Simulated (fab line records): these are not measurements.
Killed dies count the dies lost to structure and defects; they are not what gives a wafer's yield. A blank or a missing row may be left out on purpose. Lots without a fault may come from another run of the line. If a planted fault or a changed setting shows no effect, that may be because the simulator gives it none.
Problem report, 8D (eight disciplines) form, completed by code -- flow sky130 -- the parts of the form that need people (team, actions taken, sign-off) are left out

## 1. PROBLEM STATEMENT
Mean of tube_center_temp_C at SKY_GATE_OXIDE_OXIDATION_16: 779 C across 6 wafers in 2 lots; on wafers with no fault it is 800 C (standard deviation 0.076). So: -99 or more standard deviations from the usual mean.
The step: stabilise 600 s, purge 300 s, target thk 3.57 nm.
Seen first at day 15 13:47 on furnace-02, wafer L488.1. The record has a number at this step for 36 wafers belonging to 12 lots. By rule, "out" or "out of limits" means more than 4 standard deviations away from the usual mean. The rest of the wafers with a number are treated as sound.

## 2. WHAT IT IS, WHAT IT ISN'T
question,is,is not
which readings at this step,"tube_center_temp_C, spike_tc_bottom_C, spike_tc_centre_C, spike_tc_lower_C, spike_tc_top_C, spike_tc_upper_C, tube_center_temp_C_max",zone_power_centre_pct
which lots,"L488, L489","L484, L485, L486, L496, L497, L499, L501, L504, L505, L506"
which wafers of those lots,all that have a number,-
read on which tools,furnace-02,furnace-01
when,from day 15 13:47,"up to then (9 sound wafers); but 21 sound wafers of L496, L497, L499, L501, L504, L505, L506 came after"

## 3. THE SUSPECTS, EACH WITH WHAT RULES IT OUT
Counting: a tool at any process step up to the reading remains a suspect when it ran all the lots that are out and ran no sound lot after the first of those.
- plasma_asher-01 at SKY_SONOS_ONO_STRIP_17 (strips in O2/N2): ruled out as a lasting fault. Following L488 (day 14 07:53), the first lot on it that is out, the sound lots L501, L504 were run on it.
- furnace-02 at SKY_GATE_OXIDE_OXIDATION_16 (stabilise 600 s, purge 300 s, target thk 3.57 nm): ruled out as a lasting fault. Following L488 (day 15 13:47), the first lot on it that is out, the sound lots L496, L497, L499, L501, L504, L506 were run on it.
Left after counting: nothing in the record.

## 4. THE CAUSE (what the simulator had put in)
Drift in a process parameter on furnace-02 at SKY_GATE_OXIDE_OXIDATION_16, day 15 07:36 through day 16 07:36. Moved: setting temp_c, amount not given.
Counting ruled it out, wrongly.

## 5. SEQUENCE OF EFFECTS, ordered by route
One row per reading whose mean, taken over the struck wafers that have a number, lies over 3 standard deviations from the usual. Scope: only readings with a usual standard deviation given in the record; hours: median across lots of the time from each lot's start at the first step in this table that gives one to its start at this step; sigmas: change in usual standard deviations.
hours,step,reading,usual,on struck wafers,change,sigmas
0,SKY_GATE_OXIDE_OXIDATION_16,spike_tc_bottom_C,816.3 C,795.9,-20.4,-21
0,SKY_GATE_OXIDE_OXIDATION_16,spike_tc_centre_C,801.5 C,780.8,-20.7,-16
0,SKY_GATE_OXIDE_OXIDATION_16,spike_tc_lower_C,801.0 C,780.7,-20.3,-18
0,SKY_GATE_OXIDE_OXIDATION_16,spike_tc_top_C,812.0 C,790.4,-21.6,-9.0
0,SKY_GATE_OXIDE_OXIDATION_16,spike_tc_upper_C,800.3 C,779.3,-21.0,-21
0,SKY_GATE_OXIDE_OXIDATION_16,tube_center_temp_C,800 C,779,-21,-99 or more
0,SKY_GATE_OXIDE_OXIDATION_16,tube_center_temp_C_max,802.1,781.3,-20.8,-63
Here are the process steps it includes:
- SKY_GATE_OXIDE_OXIDATION_16: stabilise 600 s, purge 300 s, target thk 3.57 nm.
Later steps that measure or inspect, where all struck wafers having a row at the step show a number for every such reading and not one has moved that far: SKY_POLY_GATE_CD_MEAS_22.

## 6. WHAT WOULD HAVE CAUGHT IT SOONER
6 hours passed between the start of the fault at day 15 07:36 and the first reading out of limits in this record, taken at day 15 13:47.
